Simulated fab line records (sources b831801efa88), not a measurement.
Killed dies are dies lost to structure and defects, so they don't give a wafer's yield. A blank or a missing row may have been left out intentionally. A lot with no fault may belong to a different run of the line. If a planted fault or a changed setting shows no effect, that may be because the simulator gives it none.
Chamber matching | flow gf180mcu | 3 sister chambers for GF_PASSIVATION_CVD_02 on pecvd-02
The step deposits Si3N4, target thk 700 nm, time 486.18 s. 14 wafers are shown with their chamber, then 7 later ones without.

## WAFERS PAIRED WITH THEIR CHAMBERS
wafer  | chamber | heaterPowerOuterW (W) | heaterPowerW (W)
L698.1 | 2       | 513                   | 761
L698.2 | 1       | 434                   | 721
L698.5 | 2       | 552                   | 792
L699.2 | 1       | 479                   | 790
L699.5 | 2       | 510                   | 742
L699.6 | 0       | 256                   | 460
L707.2 | 0       | 330                   | 566
L707.3 | 2       | 485                   | 713
L707.4 | 1       | 427                   | 712
L713.1 | 1       | 387                   | 673
L713.2 | 0       | 254                   | 484
L713.4 | 1       | 432                   | 711
L716.2 | 2       | 516                   | 775
L716.3 | 1       | 466                   | 781

SIGNATURES (averages over the wafers above)
reading           | chamber 0 | chamber 1 | chamber 2 | scatter within a chamber
heaterPowerOuterW | 280.00    | 437.50    | 515.20    | 32
heaterPowerW      | 503.33    | 731.33    | 756.60    | 42.8
Rule: a wafer's distance from a chamber is the root of the sum, over the readings, of the square of ((its reading less the chamber's mean) divided by the reading's scatter). The wafer belongs to the nearest chamber; if the next one is less than 2 further off, it can't be placed. The scatter is the square root of a quotient: the sum, over the shown wafers, of each reading's squared deviation from its chamber's mean, divided by wafers minus chambers.

## WAFERS MISSING THEIR CHAMBER
wafer  | heaterPowerOuterW (W) | heaterPowerW (W)
L716.5 | 349                   | 595
L719.2 | 419                   | 718
L719.3 | 320                   | 555
L719.6 | 343                   | 586
L720.1 | 439                   | 647
L720.2 | 276                   | 493
L720.5 | 485                   | 752

## THE CHAMBER EACH PASSED THROUGH
wafer  | from the rows above     | in truth
L716.5 | can't be placed: 0 or 1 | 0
L719.2 | 1                       | 1
L719.3 | 0                       | 0
L719.6 | can't be placed: 0 or 1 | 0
L720.1 | can't be placed: 1 or 2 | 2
L720.2 | 0                       | 0
L720.5 | can't be placed: 2 or 1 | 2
Correctly placed: 3 of 7. These rows do not allow placing 4 (true chamber among the candidates in 4). Number placed wrongly: 0.
